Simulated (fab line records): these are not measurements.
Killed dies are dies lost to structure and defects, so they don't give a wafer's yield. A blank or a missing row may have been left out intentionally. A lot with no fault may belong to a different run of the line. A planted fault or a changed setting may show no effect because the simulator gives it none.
fab line records || flow gf180mcu
record: {"lots": 7, "wafers": 21, "last-day": 34}
route steps=602 shown HV_LDD@192
lots untouched by any fault: they come from a run of this same line in which no faults occurred
start-h: hours from the record's first day to the start of the lot's first wafer shown || wait-h: hours from the lot's prior step to this one || " identical to the entry in the row above || L1.1+2: several wafers, shown together as one row || - value missing, or start not given || * or withheld: withheld || < > ~ a bound
route shown NAME@n: names a module that has steps shown in the file, with the first one's number in the route || usual: average and standard deviation across the fault-free wafers || same: alike in all rows || chamber/n: place in a boat || sites: per-site readings || _std_site: the standard deviation of these || _edge_site: outer sites' mean less inner sites' || radius-mm: for every site, how far away it sits from the centre of the wafer || mask NAME#n: copy n || behind: the last tool/chamber to shape the wafer || hold: what put the lot on hold/how long, in hours/how the hold closed || device: the transistor (n, p or np) that didn't switch || end of line: the route-end tests of the same wafers || a step without rows: its recipe alone || killed: dies that structure and defects cost at the first sort, which is not the same as the wafer's yield || map: the dies of a wafer, with x for killed, . for not killed, _ for no die there
set.NAME: setting as actually run; set.NAME@STEP: the setting as run at that earlier step || model.NAME: the simulator's own value behind a step, which no gauge read
lots at some steps of the route; a table a step, a row a wafer
services: from which hour (start-h, from the record's first day; less than 0 if before it) a tool's chamber was out of use, for how many hours, and why
== steps ==
step: GF_HV_LDD_EXPOSE_16
recipe: {"mask-id": "Pplus_LV_AREA", "target-cd-nm": 400, "na": 0.6, "source-shape": "conventional", "sigma-outer": 0.6, "dose-mj": 140}
step: GF_HV_LDD_PEB_17
recipe: {"temp-c": "withheld", "time-s": "*", "resist": "NOVOLAK"}
step: GF_HV_LDD_DEVELOP_18
recipe: {"develop-time-s": 60, "dev-temp-c": 23}
step: GF_HV_LDD_CD_MEAS_19
recipe: {"target-cd-nm": 400}
usual: {"cd-nm": "400.4/2.2"}
{"lot.wafer": "L511.1", "tool": "cd-sem-02", "chamber": "-", "start-h": 257.46, "wait-h": 0.1, "cd-nm": 400.2}
{"lot.wafer": "L511.2", "tool": "cd-sem-02", "chamber": "-", "start-h": 257.46, "wait-h": 0.1, "cd-nm": 400.3}
{"lot.wafer": "L511.6", "tool": "cd-sem-02", "chamber": "-", "start-h": 257.46, "wait-h": 0.1, "cd-nm": 398.8}
{"lot.wafer": "L519.1", "tool": "cd-sem-02", "chamber": "-", "start-h": 323.12, "wait-h": 0.1, "cd-nm": 397.0}
{"lot.wafer": "L519.3", "tool": "cd-sem-02", "chamber": "-", "start-h": 323.12, "wait-h": 0.1, "cd-nm": 396.9}
{"lot.wafer": "L519.5", "tool": "cd-sem-02", "chamber": "-", "start-h": 323.12, "wait-h": 0.1, "cd-nm": 397.6}
{"lot.wafer": "L520.1", "tool": "cd-sem-01", "chamber": "-", "start-h": 330.77, "wait-h": 0.1, "cd-nm": 400.1}
{"lot.wafer": "L520.5", "tool": "cd-sem-01", "chamber": "-", "start-h": 330.77, "wait-h": 0.1, "cd-nm": 400.6}
{"lot.wafer": "L520.6", "tool": "cd-sem-01", "chamber": "-", "start-h": 330.77, "wait-h": 0.1, "cd-nm": 400.0}
{"lot.wafer": "L521.1", "tool": "cd-sem-02", "chamber": "-", "start-h": 336.89, "wait-h": 0.1, "cd-nm": 407.6}
{"lot.wafer": "L521.2", "tool": "cd-sem-02", "chamber": "-", "start-h": 336.89, "wait-h": 0.1, "cd-nm": 402.3}
{"lot.wafer": "L521.3", "tool": "cd-sem-02", "chamber": "-", "start-h": 336.89, "wait-h": 0.1, "cd-nm": 406.4}
{"lot.wafer": "L524.1", "tool": "cd-sem-01", "chamber": "-", "start-h": 361.79, "wait-h": 0.1, "cd-nm": 400.3}
{"lot.wafer": "L524.2", "tool": "cd-sem-01", "chamber": "-", "start-h": 361.79, "wait-h": 0.1, "cd-nm": 401.0}
{"lot.wafer": "L524.3", "tool": "cd-sem-01", "chamber": "-", "start-h": 361.79, "wait-h": 0.1, "cd-nm": 400.8}
{"lot.wafer": "L529.1", "tool": "cd-sem-01", "chamber": "-", "start-h": 394.29, "wait-h": 0.1, "cd-nm": 401.6}
{"lot.wafer": "L529.3", "tool": "cd-sem-01", "chamber": "-", "start-h": 394.29, "wait-h": 0.1, "cd-nm": 401.0}
{"lot.wafer": "L529.6", "tool": "cd-sem-01", "chamber": "-", "start-h": 394.29, "wait-h": 0.1, "cd-nm": 399.9}
{"lot.wafer": "L530.1", "tool": "cd-sem-02", "chamber": "-", "start-h": 400.12, "wait-h": 0.1, "cd-nm": 395.9}
{"lot.wafer": "L530.2", "tool": "cd-sem-02", "chamber": "-", "start-h": 400.12, "wait-h": 0.1, "cd-nm": 398.1}
{"lot.wafer": "L530.5", "tool": "cd-sem-02", "chamber": "-", "start-h": 400.12, "wait-h": 0.1, "cd-nm": 397.2}
step: GF_HV_LDD_OVL_MEAS_20
usual: {"HV_LDD_01_OVL": "0.2/1.6"}
{"lot.wafer": "L511.1", "tool": "overlay-02", "chamber": "-", "start-h": 257.58, "wait-h": 0.1, "HV_LDD_01_OVL[nm]": 0.6}
{"lot.wafer": "L511.2", "tool": "overlay-02", "chamber": "-", "start-h": 257.58, "wait-h": 0.1, "HV_LDD_01_OVL[nm]": 1.3}
{"lot.wafer": "L511.6", "tool": "overlay-02", "chamber": "-", "start-h": 257.58, "wait-h": 0.1, "HV_LDD_01_OVL[nm]": 0.4}
{"lot.wafer": "L519.1", "tool": "overlay-02", "chamber": "-", "start-h": 323.24, "wait-h": 0.1, "HV_LDD_01_OVL[nm]": 1.7}
{"lot.wafer": "L519.3", "tool": "overlay-02", "chamber": "-", "start-h": 323.24, "wait-h": 0.1, "HV_LDD_01_OVL[nm]": 2.0}
{"lot.wafer": "L519.5", "tool": "overlay-02", "chamber": "-", "start-h": 323.24, "wait-h": 0.1, "HV_LDD_01_OVL[nm]": 1.2}
{"lot.wafer": "L520.1", "tool": "overlay-01", "chamber": "-", "start-h": 330.89, "wait-h": 0.1, "HV_LDD_01_OVL[nm]": -2.1}
{"lot.wafer": "L520.5", "tool": "overlay-01", "chamber": "-", "start-h": 330.89, "wait-h": 0.1, "HV_LDD_01_OVL[nm]": -1.3}
{"lot.wafer": "L520.6", "tool": "overlay-01", "chamber": "-", "start-h": 330.89, "wait-h": 0.1, "HV_LDD_01_OVL[nm]": -2.3}
{"lot.wafer": "L521.1", "tool": "overlay-02", "chamber": "-", "start-h": 337.01, "wait-h": 0.1, "HV_LDD_01_OVL[nm]": 2.1}
{"lot.wafer": "L521.2", "tool": "overlay-02", "chamber": "-", "start-h": 337.01, "wait-h": 0.1, "HV_LDD_01_OVL[nm]": 0.4}
{"lot.wafer": "L521.3", "tool": "overlay-02", "chamber": "-", "start-h": 337.01, "wait-h": 0.1, "HV_LDD_01_OVL[nm]": 1.1}
{"lot.wafer": "L524.1", "tool": "overlay-01", "chamber": "-", "start-h": 361.91, "wait-h": 0.1, "HV_LDD_01_OVL[nm]": 1.1}
{"lot.wafer": "L524.2", "tool": "overlay-01", "chamber": "-", "start-h": 361.91, "wait-h": 0.1, "HV_LDD_01_OVL[nm]": -0.1}
{"lot.wafer": "L524.3", "tool": "overlay-01", "chamber": "-", "start-h": 361.91, "wait-h": 0.1, "HV_LDD_01_OVL[nm]": -0.7}
{"lot.wafer": "L529.1", "tool": "overlay-02", "chamber": "-", "start-h": 394.41, "wait-h": 0.1, "HV_LDD_01_OVL[nm]": 0.2}
{"lot.wafer": "L529.3", "tool": "overlay-02", "chamber": "-", "start-h": 394.41, "wait-h": 0.1, "HV_LDD_01_OVL[nm]": -0.3}
{"lot.wafer": "L529.6", "tool": "overlay-02", "chamber": "-", "start-h": 394.41, "wait-h": 0.1, "HV_LDD_01_OVL[nm]": -1.5}
{"lot.wafer": "L530.1", "tool": "overlay-02", "chamber": "-", "start-h": 400.24, "wait-h": 0.1, "HV_LDD_01_OVL[nm]": 1.5}
{"lot.wafer": "L530.2", "tool": "overlay-02", "chamber": "-", "start-h": 400.24, "wait-h": 0.1, "HV_LDD_01_OVL[nm]": 0.4}
{"lot.wafer": "L530.5", "tool": "overlay-02", "chamber": "-", "start-h": 400.24, "wait-h": 0.1, "HV_LDD_01_OVL[nm]": -1.6}
step: GF_HV_LDD_IMPLANT_21
recipe: {"species": "BF2", "energy-kev": 25, "dose-cm2": 5e+13, "tilt-deg": 7}
step: GF_HV_LDD_STRIP_22
recipe: {"chemistry": "O2/N2", "power-w": 1400, "pressure-mtorr": 1500, "platen-temp-c": 250, "o2-flow-sccm": 3000, "n2-flow-sccm": 300, "overash-fraction": 0.5}
usual: {"drypump-motor-current-A": "5.8/0.63", "heater-power-w": "339/32", "oes-product-au": "0.716/0.0041", "strip-time-to-endpoint-s": "12.63/0.036"}
{"lot.wafer": "L511.1", "tool": "plasma-asher-01", "chamber": 1, "start-h": 257.76, "wait-h": 0.1, "drypump-motor-current-A": 5.3, "heater-power-w": 387, "oes-product-au": 0.721, "rf-hours-counter-h": 64, "strip-time-to-endpoint-s": 12.65}
{"lot.wafer": "L511.2", "tool": "plasma-asher-01", "chamber": 0, "start-h": 257.76, "wait-h": 0.1, "drypump-motor-current-A": 5.3, "heater-power-w": 335, "oes-product-au": 0.713, "rf-hours-counter-h": 64, "strip-time-to-endpoint-s": 12.63}
{"lot.wafer": "L511.6", "tool": "plasma-asher-01", "chamber": 0, "start-h": 257.76, "wait-h": 0.1, "drypump-motor-current-A": 5.3, "heater-power-w": 330, "oes-product-au": 0.713, "rf-hours-counter-h": "-", "strip-time-to-endpoint-s": 12.62}
{"lot.wafer": "L519.1", "tool": "plasma-asher-01", "chamber": 0, "start-h": 323.43, "wait-h": 0.1, "drypump-motor-current-A": 5.3, "heater-power-w": 329, "oes-product-au": 0.715, "rf-hours-counter-h": 72, "strip-time-to-endpoint-s": 12.60}
{"lot.wafer": "L519.3", "tool": "plasma-asher-01", "chamber": 0, "start-h": 323.43, "wait-h": 0.1, "drypump-motor-current-A": 5.3, "heater-power-w": 329, "oes-product-au": 0.723, "rf-hours-counter-h": "-", "strip-time-to-endpoint-s": 12.62}
{"lot.wafer": "L519.5", "tool": "plasma-asher-01", "chamber": 1, "start-h": 323.43, "wait-h": 0.1, "drypump-motor-current-A": 5.3, "heater-power-w": 387, "oes-product-au": 0.710, "rf-hours-counter-h": "-", "strip-time-to-endpoint-s": 12.60}
{"lot.wafer": "L520.1", "tool": "plasma-asher-02", "chamber": 1, "start-h": 331.08, "wait-h": 0.1, "drypump-motor-current-A": 6.8, "heater-power-w": 282, "oes-product-au": 0.712, "rf-hours-counter-h": 23, "strip-time-to-endpoint-s": 12.62}
{"lot.wafer": "L520.5", "tool": "plasma-asher-02", "chamber": 1, "start-h": 331.08, "wait-h": 0.1, "drypump-motor-current-A": 6.8, "heater-power-w": 277, "oes-product-au": 0.718, "rf-hours-counter-h": "-", "strip-time-to-endpoint-s": 12.64}
{"lot.wafer": "L520.6", "tool": "plasma-asher-02", "chamber": 0, "start-h": 331.08, "wait-h": 0.1, "drypump-motor-current-A": 4.9, "heater-power-w": 305, "oes-product-au": 0.719, "rf-hours-counter-h": "-", "strip-time-to-endpoint-s": 12.63}
{"lot.wafer": "L521.1", "tool": "plasma-asher-01", "chamber": 1, "start-h": 337.19, "wait-h": 0.1, "drypump-motor-current-A": 5.3, "heater-power-w": 400, "oes-product-au": 0.719, "rf-hours-counter-h": 73, "strip-time-to-endpoint-s": 12.58}
{"lot.wafer": "L521.2", "tool": "plasma-asher-01", "chamber": 0, "start-h": 337.19, "wait-h": 0.1, "drypump-motor-current-A": 5.3, "heater-power-w": 344, "oes-product-au": 0.719, "rf-hours-counter-h": 73, "strip-time-to-endpoint-s": 12.60}
{"lot.wafer": "L521.3", "tool": "plasma-asher-01", "chamber": 1, "start-h": 337.19, "wait-h": 0.1, "drypump-motor-current-A": 5.3, "heater-power-w": 383, "oes-product-au": 0.714, "rf-hours-counter-h": "-", "strip-time-to-endpoint-s": 12.60}
{"lot.wafer": "L524.1", "tool": "plasma-asher-04", "chamber": 0, "start-h": 362.09, "wait-h": 0.1, "drypump-motor-current-A": 5.8, "heater-power-w": 333, "oes-product-au": 0.715, "rf-hours-counter-h": 55, "strip-time-to-endpoint-s": 12.71}
{"lot.wafer": "L524.2", "tool": "plasma-asher-04", "chamber": 1, "start-h": 362.09, "wait-h": 0.1, "drypump-motor-current-A": 6.6, "heater-power-w": 355, "oes-product-au": 0.718, "rf-hours-counter-h": 55, "strip-time-to-endpoint-s": 12.70}
{"lot.wafer": "L524.3", "tool": "plasma-asher-04", "chamber": 0, "start-h": 362.09, "wait-h": 0.1, "drypump-motor-current-A": 5.7, "heater-power-w": 332, "oes-product-au": 0.710, "rf-hours-counter-h": "-", "strip-time-to-endpoint-s": 12.68}
{"lot.wafer": "L529.1", "tool": "plasma-asher-01", "chamber": 1, "start-h": 394.59, "wait-h": 0.1, "drypump-motor-current-A": 5.3, "heater-power-w": 387, "oes-product-au": 0.719, "rf-hours-counter-h": 76, "strip-time-to-endpoint-s": 12.57}
{"lot.wafer": "L529.3", "tool": "plasma-asher-01", "chamber": 1, "start-h": 394.59, "wait-h": 0.1, "drypump-motor-current-A": 5.3, "heater-power-w": 386, "oes-product-au": 0.716, "rf-hours-counter-h": "-", "strip-time-to-endpoint-s": 12.59}
{"lot.wafer": "L529.6", "tool": "plasma-asher-01", "chamber": 0, "start-h": 394.59, "wait-h": 0.1, "drypump-motor-current-A": 5.3, "heater-power-w": 327, "oes-product-au": 0.714, "rf-hours-counter-h": "-", "strip-time-to-endpoint-s": 12.62}
{"lot.wafer": "L530.1", "tool": "plasma-asher-02", "chamber": 0, "start-h": 400.43, "wait-h": 0.1, "drypump-motor-current-A": 4.9, "heater-power-w": 312, "oes-product-au": 0.721, "rf-hours-counter-h": 30, "strip-time-to-endpoint-s": 12.68}
{"lot.wafer": "L530.2", "tool": "plasma-asher-02", "chamber": 1, "start-h": 400.43, "wait-h": 0.1, "drypump-motor-current-A": 6.8, "heater-power-w": 278, "oes-product-au": 0.718, "rf-hours-counter-h": 30, "strip-time-to-endpoint-s": 12.70}
{"lot.wafer": "L530.5", "tool": "plasma-asher-02", "chamber": 0, "start-h": 400.43, "wait-h": 0.1, "drypump-motor-current-A": 4.9, "heater-power-w": 309, "oes-product-au": 0.716, "rf-hours-counter-h": "-", "strip-time-to-endpoint-s": 12.65}
step: GF_HV_LDD_TW_MEAS_23
usual: {"HV_LDD_2_TW": "1058/8.5"}
{"lot.wafer": "L511.1", "tool": "film-metro-02", "chamber": "-", "start-h": 257.86, "wait-h": 0.1, "HV_LDD_2_TW": 1056}
{"lot.wafer": "L511.2", "tool": "film-metro-02", "chamber": "-", "start-h": 257.86, "wait-h": 0.1, "HV_LDD_2_TW": 1056}
{"lot.wafer": "L511.6", "tool": "film-metro-02", "chamber": "-", "start-h": 257.86, "wait-h": 0.1, "HV_LDD_2_TW": 1051}
{"lot.wafer": "L519.1", "tool": "film-metro-03", "chamber": "-", "start-h": 323.53, "wait-h": 0.1, "HV_LDD_2_TW": 1060}
{"lot.wafer": "L519.3", "tool": "film-metro-03", "chamber": "-", "start-h": 323.53, "wait-h": 0.1, "HV_LDD_2_TW": 1063}
{"lot.wafer": "L519.5", "tool": "film-metro-03", "chamber": "-", "start-h": 323.53, "wait-h": 0.1, "HV_LDD_2_TW": 1055}
{"lot.wafer": "L520.1", "tool": "film-metro-03", "chamber": "-", "start-h": 331.18, "wait-h": 0.1, "HV_LDD_2_TW": 1057}
{"lot.wafer": "L520.5", "tool": "film-metro-03", "chamber": "-", "start-h": 331.18, "wait-h": 0.1, "HV_LDD_2_TW": 1063}
{"lot.wafer": "L520.6", "tool": "film-metro-03", "chamber": "-", "start-h": 331.18, "wait-h": 0.1, "HV_LDD_2_TW": 1056}
{"lot.wafer": "L521.1", "tool": "film-metro-01", "chamber": "-", "start-h": 337.29, "wait-h": 0.1, "HV_LDD_2_TW": 1050}
{"lot.wafer": "L521.2", "tool": "film-metro-01", "chamber": "-", "start-h": 337.29, "wait-h": 0.1, "HV_LDD_2_TW": 1045}
{"lot.wafer": "L521.3", "tool": "film-metro-01", "chamber": "-", "start-h": 337.29, "wait-h": 0.1, "HV_LDD_2_TW": 1055}
{"lot.wafer": "L524.1", "tool": "film-metro-03", "chamber": "-", "start-h": 362.19, "wait-h": 0.1, "HV_LDD_2_TW": 1069}
{"lot.wafer": "L524.2", "tool": "film-metro-03", "chamber": "-", "start-h": 362.19, "wait-h": 0.1, "HV_LDD_2_TW": 1068}
{"lot.wafer": "L524.3", "tool": "film-metro-03", "chamber": "-", "start-h": 362.19, "wait-h": 0.1, "HV_LDD_2_TW": 1067}
{"lot.wafer": "L529.1", "tool": "film-metro-01", "chamber": "-", "start-h": 394.69, "wait-h": 0.1, "HV_LDD_2_TW": 1052}
{"lot.wafer": "L529.3", "tool": "film-metro-01", "chamber": "-", "start-h": 394.69, "wait-h": 0.1, "HV_LDD_2_TW": 1055}
{"lot.wafer": "L529.6", "tool": "film-metro-01", "chamber": "-", "start-h": 394.69, "wait-h": 0.1, "HV_LDD_2_TW": 1051}
{"lot.wafer": "L530.1", "tool": "film-metro-01", "chamber": "-", "start-h": 400.53, "wait-h": 0.1, "HV_LDD_2_TW": 1049}
{"lot.wafer": "L530.2", "tool": "film-metro-01", "chamber": "-", "start-h": 400.53, "wait-h": 0.1, "HV_LDD_2_TW": 1052}
{"lot.wafer": "L530.5", "tool": "film-metro-01", "chamber": "-", "start-h": 400.53, "wait-h": 0.1, "HV_LDD_2_TW": 1048}
step: GF_HV_LDD_DEHYDRATE_24
recipe: {"temp-c": 200, "time-s": 60}
step: GF_HV_LDD_HMDS_25
recipe: {"prime-time-s": 60, "prime-temp-c": 120}
step: GF_HV_LDD_COAT_26
recipe: {"resist": "NOVOLAK", "spin-rpm": 3000, "resist-thk-nm": 1000}
step: GF_HV_LDD_SOFTBAKE_27
recipe: {"temp-c": 90, "time-s": 60, "resist": "NOVOLAK"}
step: GF_HV_LDD_EXPOSE_28
recipe: {"mask-id": "Nplus_HV_AREA", "target-cd-nm": 400, "na": 0.6, "source-shape": "conventional", "sigma-outer": 0.6, "dose-mj": 140}
usual: {"exposure-dose-mJ-cm2": "140.00/0.13", "focus-offset-nm": "0.0/0.55", "reticle-temp-C": "23.00/0.12"}
{"lot.wafer": "L511.1", "tool": "iline-stepper-01", "chamber": 0, "start-h": 267.49, "wait-h": "-", "mask": "Nplus_HV_AREA#0", "exposure-dose-mJ-cm2": 139.74, "focus-offset-nm": -0.6, "reticle-temp-C": 23.24, "model.HV_LDD.overlay-x-nm": -2.54, "model.HV_LDD.overlay-y-nm": -0.4386}
{"lot.wafer": "L511.2", "tool": "iline-stepper-01", "chamber": 0, "start-h": 267.49, "wait-h": "-", "mask": "Nplus_HV_AREA#0", "exposure-dose-mJ-cm2": 140.03, "focus-offset-nm": -0.3, "reticle-temp-C": 23.16, "model.HV_LDD.overlay-x-nm": -2.54, "model.HV_LDD.overlay-y-nm": -0.4386}
{"lot.wafer": "L511.6", "tool": "iline-stepper-01", "chamber": 0, "start-h": 267.49, "wait-h": "-", "mask": "Nplus_HV_AREA#0", "exposure-dose-mJ-cm2": 140.11, "focus-offset-nm": -0.9, "reticle-temp-C": 23.25, "model.HV_LDD.overlay-x-nm": -2.54, "model.HV_LDD.overlay-y-nm": -0.4386}
{"lot.wafer": "L519.1", "tool": "iline-stepper-02", "chamber": "-", "start-h": 333.15, "wait-h": "-", "mask": "Nplus_HV_AREA#0", "exposure-dose-mJ-cm2": "-", "focus-offset-nm": "-", "reticle-temp-C": "-", "model.HV_LDD.overlay-x-nm": -0.01496, "model.HV_LDD.overlay-y-nm": 4.319}
{"lot.wafer": "L519.3", "tool": "iline-stepper-02", "chamber": "-", "start-h": 333.15, "wait-h": "-", "mask": "Nplus_HV_AREA#0", "exposure-dose-mJ-cm2": "-", "focus-offset-nm": "-", "reticle-temp-C": "-", "model.HV_LDD.overlay-x-nm": -0.01496, "model.HV_LDD.overlay-y-nm": 4.319}
{"lot.wafer": "L519.5", "tool": "iline-stepper-02", "chamber": "-", "start-h": 333.15, "wait-h": "-", "mask": "Nplus_HV_AREA#0", "exposure-dose-mJ-cm2": "-", "focus-offset-nm": "-", "reticle-temp-C": "-", "model.HV_LDD.overlay-x-nm": -0.01496, "model.HV_LDD.overlay-y-nm": 4.319}
{"lot.wafer": "L520.1", "tool": "iline-stepper-01", "chamber": "-", "start-h": 342.30, "wait-h": "-", "mask": "Nplus_HV_AREA#0", "exposure-dose-mJ-cm2": "-", "focus-offset-nm": "-", "reticle-temp-C": "-", "model.HV_LDD.overlay-x-nm": -2.784, "model.HV_LDD.overlay-y-nm": -1.28}
{"lot.wafer": "L520.5", "tool": "iline-stepper-01", "chamber": "-", "start-h": 342.30, "wait-h": "-", "mask": "Nplus_HV_AREA#0", "exposure-dose-mJ-cm2": "-", "focus-offset-nm": "-", "reticle-temp-C": "-", "model.HV_LDD.overlay-x-nm": -2.784, "model.HV_LDD.overlay-y-nm": -1.28}
{"lot.wafer": "L520.6", "tool": "iline-stepper-01", "chamber": "-", "start-h": 342.30, "wait-h": "-", "mask": "Nplus_HV_AREA#0", "exposure-dose-mJ-cm2": "-", "focus-offset-nm": "-", "reticle-temp-C": "-", "model.HV_LDD.overlay-x-nm": -2.784, "model.HV_LDD.overlay-y-nm": -1.28}
{"lot.wafer": "L521.1", "tool": "iline-stepper-02", "chamber": "-", "start-h": 348.55, "wait-h": "-", "mask": "Nplus_HV_AREA#0", "exposure-dose-mJ-cm2": "-", "focus-offset-nm": "-", "reticle-temp-C": "-", "model.HV_LDD.overlay-x-nm": 1.902, "model.HV_LDD.overlay-y-nm": -0.2038}
{"lot.wafer": "L521.2", "tool": "iline-stepper-02", "chamber": "-", "start-h": 348.55, "wait-h": "-", "mask": "Nplus_HV_AREA#0", "exposure-dose-mJ-cm2": "-", "focus-offset-nm": "-", "reticle-temp-C": "-", "model.HV_LDD.overlay-x-nm": 1.902, "model.HV_LDD.overlay-y-nm": -0.2038}
{"lot.wafer": "L521.3", "tool": "iline-stepper-02", "chamber": "-", "start-h": 348.55, "wait-h": "-", "mask": "Nplus_HV_AREA#0", "exposure-dose-mJ-cm2": "-", "focus-offset-nm": "-", "reticle-temp-C": "-", "model.HV_LDD.overlay-x-nm": 1.902, "model.HV_LDD.overlay-y-nm": -0.2038}
{"lot.wafer": "L524.1", "tool": "iline-stepper-02", "chamber": 0, "start-h": 372.54, "wait-h": "-", "mask": "Nplus_HV_AREA#0", "exposure-dose-mJ-cm2": 139.99, "focus-offset-nm": -0.4, "reticle-temp-C": 23.05, "model.HV_LDD.overlay-x-nm": 1.13, "model.HV_LDD.overlay-y-nm": -1.989}
{"lot.wafer": "L524.2", "tool": "iline-stepper-02", "chamber": 0, "start-h": 372.54, "wait-h": "-", "mask": "Nplus_HV_AREA#0", "exposure-dose-mJ-cm2": 140.25, "focus-offset-nm": 0.7, "reticle-temp-C": 23.12, "model.HV_LDD.overlay-x-nm": 1.13, "model.HV_LDD.overlay-y-nm": -1.989}
{"lot.wafer": "L524.3", "tool": "iline-stepper-02", "chamber": 0, "start-h": 372.54, "wait-h": "-", "mask": "Nplus_HV_AREA#0", "exposure-dose-mJ-cm2": 140.17, "focus-offset-nm": -0.5, "reticle-temp-C": 22.90, "model.HV_LDD.overlay-x-nm": 1.13, "model.HV_LDD.overlay-y-nm": -1.989}
{"lot.wafer": "L529.1", "tool": "iline-stepper-02", "chamber": 0, "start-h": 406.45, "wait-h": "-", "mask": "Nplus_HV_AREA#0", "exposure-dose-mJ-cm2": 139.87, "focus-offset-nm": -0.3, "reticle-temp-C": 23.04, "model.HV_LDD.overlay-x-nm": 0.9863, "model.HV_LDD.overlay-y-nm": 0.6593}
{"lot.wafer": "L529.3", "tool": "iline-stepper-02", "chamber": 0, "start-h": 406.45, "wait-h": "-", "mask": "Nplus_HV_AREA#0", "exposure-dose-mJ-cm2": 139.71, "focus-offset-nm": 0.3, "reticle-temp-C": 22.94, "model.HV_LDD.overlay-x-nm": 0.9863, "model.HV_LDD.overlay-y-nm": 0.6593}
{"lot.wafer": "L529.6", "tool": "iline-stepper-02", "chamber": 0, "start-h": 406.45, "wait-h": "-", "mask": "Nplus_HV_AREA#0", "exposure-dose-mJ-cm2": 139.95, "focus-offset-nm": -0.3, "reticle-temp-C": 23.05, "model.HV_LDD.overlay-x-nm": 0.9863, "model.HV_LDD.overlay-y-nm": 0.6593}
{"lot.wafer": "L530.1", "tool": "iline-stepper-01", "chamber": 0, "start-h": 412.38, "wait-h": "-", "mask": "Nplus_HV_AREA#0", "exposure-dose-mJ-cm2": 139.94, "focus-offset-nm": 0.5, "reticle-temp-C": 22.86, "model.HV_LDD.overlay-x-nm": -2.309, "model.HV_LDD.overlay-y-nm": -0.7279}
{"lot.wafer": "L530.2", "tool": "iline-stepper-01", "chamber": 0, "start-h": 412.38, "wait-h": "-", "mask": "Nplus_HV_AREA#0", "exposure-dose-mJ-cm2": 140.07, "focus-offset-nm": -0.7, "reticle-temp-C": 22.87, "model.HV_LDD.overlay-x-nm": -2.309, "model.HV_LDD.overlay-y-nm": -0.7279}
{"lot.wafer": "L530.5", "tool": "iline-stepper-01", "chamber": 0, "start-h": 412.38, "wait-h": "-", "mask": "Nplus_HV_AREA#0", "exposure-dose-mJ-cm2": 139.94, "focus-offset-nm": -0.2, "reticle-temp-C": 23.02, "model.HV_LDD.overlay-x-nm": -2.309, "model.HV_LDD.overlay-y-nm": -0.7279}
step: GF_HV_LDD_PEB_29
recipe: {"temp-c": "withheld", "time-s": "*", "resist": "NOVOLAK"}
== services ==
{"tool": "plasma-asher-02", "chamber": "-", "start-h": 270.70, "hours": 0.4, "kind": "repair"}
{"tool": "iline-stepper-01", "chamber": "-", "start-h": 309.10, "hours": 10.2, "kind": "repair"}
{"tool": "iline-stepper-01", "chamber": "-", "start-h": 319.28, "hours": 2.1, "kind": "pm"}
{"tool": "plasma-asher-04", "chamber": "-", "start-h": 320.01, "hours": 15.6, "kind": "pm"}
{"tool": "iline-stepper-01", "chamber": "-", "start-h": 321.36, "hours": "-", "kind": "consumable-replace:lamp"}
{"tool": "plasma-asher-01", "chamber": "-", "start-h": 328.64, "hours": 2.8, "kind": "pm"}
{"tool": "plasma-asher-04", "chamber": "-", "start-h": 339.86, "hours": 7.4, "kind": "repair"}
{"tool": "plasma-asher-01", "chamber": "-", "start-h": 352.31, "hours": 25.2, "kind": "repair"}
{"tool": "plasma-asher-02", "chamber": "-", "start-h": 359.90, "hours": 2.8, "kind": "pm"}
{"tool": "iline-stepper-02", "chamber": "-", "start-h": 363.18, "hours": 4.4, "kind": "repair"}
{"tool": "iline-stepper-02", "chamber": "-", "start-h": 374.20, "hours": 1.7, "kind": "pm"}
{"tool": "iline-stepper-01", "chamber": "-", "start-h": 383.69, "hours": 1.7, "kind": "pm"}
{"tool": "plasma-asher-02", "chamber": "-", "start-h": 388.31, "hours": 1.5, "kind": "repair"}
{"tool": "iline-stepper-02", "chamber": "-", "start-h": 394.01, "hours": 4.4, "kind": "pm"}
== key ==
first-sign: {"step": "GF_HV_LDD_EXPOSE_28", "reading": "tool-record", "direction": "missing"}
effect none on later readings
model-effect: {"step": "GF_HV_LDD_EXPOSE_28", "value": "HV_LDD.overlay-x-nm", "without": -1.245, "struck": -0.2992}
met-at GF_HV_LDD_EXPOSE_28
struck-wafers L519.1,L519.3,L519.5,L520.1,L520.5,L520.6,L521.1,L521.2,L521.3
later-rows-left-out L519.1,L519.3,L519.5,L520.1,L520.5,L520.6,L521.1,L521.2,L521.3
sort-left-out L519.1,L519.3,L519.5,L520.1,L520.5,L520.6,L521.1,L521.2,L521.3
tester-left-out L519,L520,L521
onset-between 267.49 333.15
fault: {"kind": "skipped-step-whole", "tool": "iline-stepper-01,iline-stepper-02", "chamber": "-", "onset-h": 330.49, "steps": "GF_HV_LDD_EXPOSE_28", "scope": "struck-lots-only"}
tester-left-out: of these lots the tester's yield and bins aren't shown, on N5 and GAA mostly nor the transistor test; their killed dies are dies lost to structure and defects alone, not to doping, threshold or leakage, so they don't give the yield
sort-left-out: the simulated sort isn't trusted on such a fault, so these wafers' sort isn't shown, and their yield isn't known
later-rows-left-out: the simulator's readings of these wafers behind a module that went badly wrong aren't trusted and aren't shown, but for the sort
